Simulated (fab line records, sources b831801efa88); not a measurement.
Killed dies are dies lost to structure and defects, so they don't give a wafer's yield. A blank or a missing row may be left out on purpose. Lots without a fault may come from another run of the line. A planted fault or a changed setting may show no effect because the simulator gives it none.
Which tool did it? | flow gf180mcu | 7 lots, 21 wafers sampled, at 1 step of a route of 602

WHAT THE GAUGES READ, wafer by wafer
GF_DUAL_GATE_THK_MEAS_03.
lot  | measured     | on            | DUAL_GATE_OXIDATION_00_THK (nm)
L535 | day 8 06:21  | film_metro-01 | 11.45 11.32 11.41
L537 | day 8 19:58  | film_metro-02 | 11.39 11.29 11.09
L541 | day 10 00:19 | film_metro-04 | 11.07 11.09 11.32
L549 | day 12 05:53 | film_metro-01 | 11.14 11.38 11.18
L552 | day 13 02:08 | film_metro-02 | 11.10 11.25 11.16
L554 | day 13 13:26 | film_metro-01 | 11.08 10.96 11.15
L556 | day 14 04:19 | film_metro-01 | 11.20 11.25 11.33

WHICH TOOL RAN EACH LOT (tool, then ch and the chambers of the sampled wafers, then the start)
The record holds no process step before these readings.

THE ANSWER, worked out from the rows above alone
Rule: what is usual is taken from the lots themselves. Put in order of their means at a reading, lots are off if they are a third of the lots or fewer, leave a main group of 4 or more, and stand apart from it by a gap of 3 or more times the standard deviation of the main group's means; of several such gaps the widest counts. A main group whose means are all the same, to the digits that the tables above print for the reading, isn't used. A lot without any number at a reading at which 4 lots or more have one is off too. The other lots that the step has rows for count as sound.
No lot is off at any reading shown: from this, nothing can be told.

WHAT THE SIMULATOR HAD PUT IN
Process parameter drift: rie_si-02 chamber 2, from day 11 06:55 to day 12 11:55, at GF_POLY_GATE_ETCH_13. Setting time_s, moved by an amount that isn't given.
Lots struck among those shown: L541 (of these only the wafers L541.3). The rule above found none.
